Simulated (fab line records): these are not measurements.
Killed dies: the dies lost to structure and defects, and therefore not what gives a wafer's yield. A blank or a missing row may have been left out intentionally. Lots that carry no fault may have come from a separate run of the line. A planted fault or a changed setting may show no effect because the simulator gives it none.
Problem report in the 8D (eight disciplines) form, filled by code | flow sky130 | the parts of the form that need people (team, actions taken, sign-off) are left out

== 1. THE ISSUE ==
NWELL_2_TW at SKY_NWELL_TW_MEAS_26 reads a mean of 476 on 3 wafers of 3 lots; wafers without a fault read 496 with a standard deviation of 4.1. That is -5.0 standard deviations from the usual mean.
First observed at day 9 05:32: wafer L714.2, on film_metro-04. The record has a number at this step for 34 wafers belonging to 12 lots. Rule for "out", or "out of limits": more than 4 standard deviations from the usual mean. The other wafers with a number count as sound.

== 2. WHAT IT IS, AND WHAT IT ISN'T ==
question                    | is                           | is not
which readings at this step | NWELL_2_TW                   | -
which lots                  | L714, L715, L716             | L698, L699, L700, L702, L703, L704, L706, L719, L721
which wafers of those lots  | L714.2, L715.3, L716.2       | L714.4, L715.4, L716.4, L716.5
read on which gauges        | film_metro-03, film_metro-04 | film_metro-02
when                        | from day 9 05:32             | up to then (22 sound wafers); but 9 sound wafers of L715, L716, L719, L721 came after

== 3. SUSPECTS, AND WHAT RULES EACH OUT ==
Counting: if a tool at a process step up to the reading ran every lot that is out, it stays a suspect. Sound lots after the first of them don't rule it out here, since some wafers of a struck lot are sound.
- ruled out: the gauge at SKY_NWELL_TW_MEAS_26. 2 gauges (film_metro-03, film_metro-04) read the wafers that are out.
- implanter-01 at SKY_NWELL_IMPLANT_24: kept. Every lot that is out went through it, the first being L714 (day 9 05:18); the last sound lot it ran before that was L706 (day 7 08:36). Out on those wafers are its own readings of beam_on_s, faraday_current_uA.
Remaining after the count: implanter-01 at SKY_NWELL_IMPLANT_24.

== 4. THE CAUSE (what the simulator had put in) ==
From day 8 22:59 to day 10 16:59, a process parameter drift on implanter-01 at SKY_NWELL_IMPLANT_24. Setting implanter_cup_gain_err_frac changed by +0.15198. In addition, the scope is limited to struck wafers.
This tool alone remained once counting was done.

== 5. THE EFFECT CHAIN, in route order ==
Rows list readings where the struck wafers' mean (over those with a number) sits beyond 3 standard deviations from the usual. Scope: only readings with a usual standard deviation given in the record; hours: median across lots of the time from each lot's start at the first step in this table that gives one to its start at this step; sigmas: change in usual standard deviations.
hours | step                 | reading            | usual   | on struck wafers | change | sigmas
0     | SKY_NWELL_IMPLANT_24 | beam_on_s          | 10.00 s | 8.49             | -1.51  | -7.2
0     | SKY_NWELL_IMPLANT_24 | faraday_current_uA | 51.9    | 61.0             | +9.1   | +8.3
0     | SKY_NWELL_TW_MEAS_26 | NWELL_2_TW         | 496     | 476              | -20    | -5.0
The process steps in it:
- SKY_NWELL_IMPLANT_24
Later measuring or inspecting steps at which every struck wafer that the step has a row for has a number for every such reading, and none has moved that far: SKY_VT_ADJUST_HVTR_TW_MEAS_11.

== 6. HOW IT WOULD HAVE BEEN CAUGHT EARLIER ==
7 hours passed between the start of the fault at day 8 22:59 and the first reading out of limits at a measuring or inspecting step in this record, taken at day 9 05:32.
Tool's own readings at SKY_NWELL_IMPLANT_24, beam_on_s, faraday_current_uA: out on all struck wafers the step has rows for; an alarm limit on them would have tripped on the first.
Among the 3 lots that are out, L715, L716 began SKY_NWELL_IMPLANT_24 on implanter-01 after day 9 05:32. A hold on the tool at that time would have spared those 2.
